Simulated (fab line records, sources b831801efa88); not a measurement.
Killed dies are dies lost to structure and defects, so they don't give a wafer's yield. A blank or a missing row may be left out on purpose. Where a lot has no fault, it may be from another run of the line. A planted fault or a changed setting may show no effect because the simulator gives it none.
Problem report, 8D (eight disciplines) form, completed by code / flow gf180mcu / the parts of the form that need people (team, actions taken, sign-off) are left out

## 1. THE PROBLEM
Wafers free of any fault read 46.14 ohm/sq (standard deviation 0.089) for NSD_RS at GF_PSD_RS_MEAS_14, against a mean of 39.96 ohm/sq on 9 wafers of 3 lots. That is -69 standard deviations from the usual mean.
The step: measures by four-point-probe.
The first sign was on wafer L524.1 at day 15 03:53, on film_metro-01. The record holds 36 wafers of 12 lots with a number at this step. Rule for "out" (also "out of limits"): further than 4 standard deviations from the usual mean. The rest of the wafers with a number are treated as sound.

## 2. WHAT IT IS, AND WHAT IT ISN'T
question=which readings at this step | is=NSD_RS | is not=-
question=which lots | is=L524, L525, L527 | is not=L522, L533, L535, L536, L537, L539, L540, L542, L543
question=which wafers of those lots | is=all that have a number | is not=-
question=read on which gauges | is=film_metro-01 | is not=film_metro-02, film_metro-04
question=when | is=from day 15 03:53 | is not=up to then (3 sound wafers); but 24 sound wafers of L533, L535, L536, L537, L539, L540, L542, L543 came after

## 3. SUSPECTS, AND WHAT RULES EACH OUT
Counting: any tool at a process step up to the reading is kept as a suspect provided that every lot that is out went through it and no sound lot did after the first of them.
- the gauge at GF_PSD_RS_MEAS_14 has been ruled out. All the wafers that are out were read on film_metro-01, but those of them that GF_PSD_RTA_13 has rows for are out there too, on other tools.
- rtp_anneal-01 at GF_PSD_RTA_13 (time 20 s): ruled out as a lasting fault. Following L524 (day 15 03:49), the first lot on it that is out, the sound lots L533, L535, L537, L539, L542 were run on it.
Left after counting: nothing in the record.

## 4. THE CAUSE (what the simulator had put in)
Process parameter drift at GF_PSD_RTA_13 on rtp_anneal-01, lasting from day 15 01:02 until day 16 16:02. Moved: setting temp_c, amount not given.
It was ruled out by counting, in error; the rule expects a fault to strike all lots run on its tool from its start on, and this fault did not.

## 5. THE CHAIN OF EFFECTS, in route order
Each row: a reading whose mean over the struck wafers that have a number lies more than 3 standard deviations from the usual. Only readings whose record carries a usual standard deviation are examined. hours: median over the lots of the time between each lot's start at the first step of this table that gives one and its start at this step. sigmas: the change, counted in usual standard deviations.
hours=0; step=GF_PSD_RTA_13; reading=wafer_temp_C_max; usual=1028.1; on struck wafers=1070.2; change=+42.1; sigmas=+62
hours=0; step=GF_PSD_RS_MEAS_14; reading=NSD_RS; usual=46.14 ohm/sq; on struck wafers=39.96; change=-6.18; sigmas=-69
hours=0; step=GF_PSD_RS_MEAS_15; reading=PSD_RS; usual=108.62 ohm/sq; on struck wafers=90.92; change=-17.70; sigmas=-61
Here are the process steps it includes:
- GF_PSD_RTA_13: time 20 s.

## 6. HOW IT WOULD HAVE BEEN CAUGHT EARLIER
In this record the first reading out of limits at a measuring or inspecting step was taken at day 15 03:53, 3 hours after the fault began at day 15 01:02.
At GF_PSD_RTA_13, the tool's own readings (wafer_temp_C_max) were out on each struck wafer the step has a row for, so an alarm limit on them would have fired on the first such wafer.
